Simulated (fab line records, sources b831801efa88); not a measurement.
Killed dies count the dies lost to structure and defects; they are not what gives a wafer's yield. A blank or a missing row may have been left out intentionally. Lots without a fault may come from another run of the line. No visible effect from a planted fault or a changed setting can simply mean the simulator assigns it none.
Struck lot and sound lot, side by side :: flow sky130 :: 20 steps out of a route of 708
Sound: wafers L308.2, L308.3, L308.6. The struck wafers were L306.1, L306.3, L306.6. The cause is given at the end.
Per side, at each step with rows, come the tool, then ch with its chambers, and then its first start. Under that, the readings that differ: sound wafers :: struck wafers :: difference of the means :: sigmas: that difference in standard deviations of wafers without a fault.
alike: readings whose means differ by less than 2 such deviations, and words and numbers that are the same on both sides. not compared: withheld readings, readings that some wafer has no value for, bounds like >300 that may hide the same value, and numbers for which the record gives no deviation and whose values overlap.
Wherever a step has rows on one side only, a row that says differs or no value, or a row with sigmas, the two part there. Numbers that don't overlap but have no deviation are shown without sigmas and don't part them. A reading missing from all wafers of one side parts the sides only when that side holds two or more wafers.

first, 6 steps without rows for these wafers: SKY_LDD_HVN_HMDS_01 (prime time 60 s); SKY_LDD_HVN_COAT_02 (resist thk 300 nm); SKY_LDD_HVN_SOFTBAKE_03 (time 60 s); SKY_LDD_HVN_EXPOSE_04 (exposes mask HVNTM, target cd 700 nm); SKY_LDD_HVN_PEB_05; SKY_LDD_HVN_DEVELOP_06 (develop time 60 s).
SKY_LDD_HVN_OVL_MEAS_07:
  sound on overlay-02, day 25 02:17; struck on overlay-01, day 24 04:38
  alike: LDD_HVN_OVL
after that, 1 step had no rows for these wafers: SKY_LDD_HVN_IMPLANT_08.
SKY_LDD_HVN_STRIP_09: strips in O2/N2.
  sound on plasmaAsher-04 ch 1, day 25 02:28; struck on plasmaAsher-02 ch 0,1, day 24 04:49
  alike: drypumpMotorCurrentA, n2FlowSccm, oesProductAu, stripTimeToEndpointS
  not compared: rfHoursCounterH
SKY_LDD_HVN_TW_MEAS_10:
  sound on filmMetro-01, day 25 02:35; struck on filmMetro-03, day 24 04:55
  alike: LDD_HVN_TW
then, 2 steps without rows for these wafers: SKY_LDD_HVP_DEHYDRATE_00 (time 60 s); SKY_LDD_HVP_HMDS_01 (prime time 60 s).
SKY_LDD_HVP_COAT_02: resist thk 300 nm.
  sound on lithoTrack-01 ch 0, day 25 15:30; struck on lithoTrack-03, day 24 19:54
  no value came back on the struck wafers for chillPlateTempC (C), dispensePressureKPa (kPa); on the sound wafers chillPlateTempC (C) reads 22.84 22.99 22.96
then, 4 steps without rows for these wafers: SKY_LDD_HVP_SOFTBAKE_03 (time 60 s); SKY_LDD_HVP_EXPOSE_04 (exposes mask HVPTM, target cd 700 nm); SKY_LDD_HVP_PEB_05; SKY_LDD_HVP_DEVELOP_06 (develop time 60 s).
SKY_LDD_HVP_OVL_MEAS_07:
  sound on overlay-01, day 26 06:28; struck on overlay-01, day 25 10:40
reading: LDD_HVP_OVL (nm)
sound: 0.9 0.8 1.5
struck: - - -
difference: no value on the struck wafers
sigmas: 
after that, 1 step had no rows for these wafers: SKY_LDD_HVP_IMPLANT_08.
-- record jumps: 23 days separate the struck wafers' starts on either side; left off in module LDD_HVP, taken up again in module PAD_OPEN, whose first shown step is the route's number 708 --
SKY_PAD_OPEN_PROBE_99:
  sound on prober-01, day 48 19:22; struck on prober-01, day 48 08:34
reading: killedAtFrontEnd
sound: 13 18 14
struck: 413 427 417
difference: +404
sigmas: +96

reading: killedDies
sound: 86 75 86
struck: 492 492 492
difference: +410
sigmas: +47

reading: killedOnRim
sound: 17 14 14
struck: 96 96 96
difference: +81
sigmas: +22
  alike: killed_at_M0_to_M3, killed_at_M4_up, killedAtContacts, killedAtOther, killedOpen, killedShort

WHERE THEY PART
At SKY_LDD_HVP_COAT_02 first; at SKY_PAD_OPEN_PROBE_99 last (within this record only).

WHY: what the simulator had put in
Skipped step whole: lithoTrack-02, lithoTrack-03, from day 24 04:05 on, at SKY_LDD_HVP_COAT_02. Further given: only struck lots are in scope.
